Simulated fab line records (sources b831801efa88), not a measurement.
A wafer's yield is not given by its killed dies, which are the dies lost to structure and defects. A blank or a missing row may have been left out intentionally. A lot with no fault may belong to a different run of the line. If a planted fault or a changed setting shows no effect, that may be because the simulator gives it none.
A struck lot beside a sound one	flow sky130	17 out of 708 route steps
Sound: these wafers, L335.1, L335.4, L335.6. Struck: wafer L326.1 (left out: L326.2, L326.3 of the same lot, which were not struck); the cause appears at the end.
Order at every step that has rows: each side's tool, ch and its chambers, its first start. Under that, the readings that differ: sound wafers	struck wafers	difference of the means	sigmas: that difference in standard deviations of wafers without a fault.
alike: a reading whose means differ by less than 2 such deviations, as well as words and numbers matching on both sides. not compared: withheld readings; readings where some wafer has no value; bounds like >300 that might hide an equal value; numbers whose values overlap and for which the record gives no deviation.
The two part at a step that has a row with sigmas, a row that says differs or no value, or rows on one side only. Non-overlapping numbers with no deviation appear without sigmas and do not part them. Lack of a reading on every wafer of one side parts them only where that side has two or more wafers.

first, 3 steps without rows for these wafers: SKY_LI_CONTACT_EXPOSE_09 (exposes mask LICM1, target cd 170 nm); SKY_LI_CONTACT_PEB_10; SKY_LI_CONTACT_DEVELOP_11 (develop time 60 s).
SKY_LI_CONTACT_CD_MEAS_12 targets a cd of 170 nm.
  sound on cd-sem-02 at day 37 01:13; struck on cd-sem-02 at day 33 22:08
  alike: cd-nm
SKY_LI_CONTACT_OVL_MEAS_13:
  sound on overlay-02 at day 37 01:20; struck on overlay-01 at day 33 22:15
  alike: LI_CONTACT_OVL
SKY_LI_CONTACT_ETCH_14: etches BARC in N2/H2, stops on SiO2, time 45.9 s, target depth 60 nm.
  sound on rie-diel-03 ch 0,1,3, day 37 01:22; struck on rie-diel-01 ch 1, day 33 22:17
  alike: drypump-motor-current-A, oes-product-au, throttle-valve-pct
  not compared: rf-hours-counter-h
SKY_LI_CONTACT_ETCH_15: etches PSG in C4F8/O2/Ar, stops on Si, target depth 600 nm.
  sound on rie-diel-03 ch 0,1,3, day 37 01:24; struck on rie-diel-01 ch 1, day 33 22:20
  alike: oes-product-au
SKY_LI_CONTACT_STRIP_16: strips in O2/N2.
  sound on plasma-asher-04 ch 0,1, day 37 01:29; struck on plasma-asher-04 ch 0, day 33 22:25
  alike: drypump-motor-current-A, oes-product-au, strip-time-to-endpoint-s
  not compared: rf-hours-counter-h
then, 3 steps without rows for these wafers: SKY_LI_CONTACT_CLEAN_17 (cleans in NMP, time 600 s); SKY_LI_CONTACT_PRE_CLEAN_18 (time 5.6 s); SKY_LI_CONTACT_SPUTTER_19 (material Ti, target thk 20 nm, time 106.37 s).
SKY_LI_CONTACT_SPUTTER_20: material TiN, target thk 20 nm, time 80 s.
  sound on pvd-sputter-01 at day 37 01:52; struck on pvd-sputter-02 at day 33 22:48
  alike: throttle-valve-pct
SKY_LI_CONTACT_CVD_21: deposits W, target thk 400 nm, time 120.56 s.
  sound on cvd-w-02 ch 0,1, day 37 01:55; struck on cvd-w-01 ch 1, day 33 22:52
  alike: heater-power-w
  not compared: since-wet-clean-h
SKY_LI_CONTACT_RS_MEAS_22: uses a four-point probe to measure.
  sound on film-metro-02 at day 37 02:03; struck on film-metro-01 at day 33 22:59
reading	sound	struck	difference	sigmas
LI_CONTACT_W_RS (ohm/sq)	0.2816 0.2855 0.2780	0.2999	+0.0182	+7
SKY_LI_CONTACT_THK_MEAS_23: measures by xrf.
  sound on film-metro-02 at day 37 02:10; struck on film-metro-01 at day 33 23:06
reading	sound	struck	difference	sigmas
LI_CONTACT_W_THK (nm)	416 408 419	386	-28	-5
SKY_LI_CONTACT_CMP_24: polishes, stops on PSG, t overpolish 20 s, target thk 0 nm.
  sound on cmp-01 ch 1,3, day 37 02:14; struck on cmp-02 ch 1, day 33 23:13
  alike: motor-current-A, overpolish-run-s, time-to-endpoint-s
-- a jump in the record: the struck wafers' starts before and after are 15 days apart (it breaks off in module LI_CONTACT and resumes in module PAD_OPEN, where the first step shown is number 708 of the route) --
SKY_PAD_OPEN_PROBE_99:
  sound on prober-02 at day 51 03:23; struck on prober-01 at day 49 05:28
reading	sound	struck	difference	sigmas
killed-at-other	0 0 0	1	+1	+2
  alike: killed_at_M0_to_M3, killed_at_M4_up, killed-at-contacts, killed-at-front-end, killed-dies, killed-open, killed-short

== WHERE THEY PART ==
Earliest at SKY_LI_CONTACT_RS_MEAS_22; latest, in this record, at SKY_PAD_OPEN_PROBE_99.

WHY: what the simulator had put in
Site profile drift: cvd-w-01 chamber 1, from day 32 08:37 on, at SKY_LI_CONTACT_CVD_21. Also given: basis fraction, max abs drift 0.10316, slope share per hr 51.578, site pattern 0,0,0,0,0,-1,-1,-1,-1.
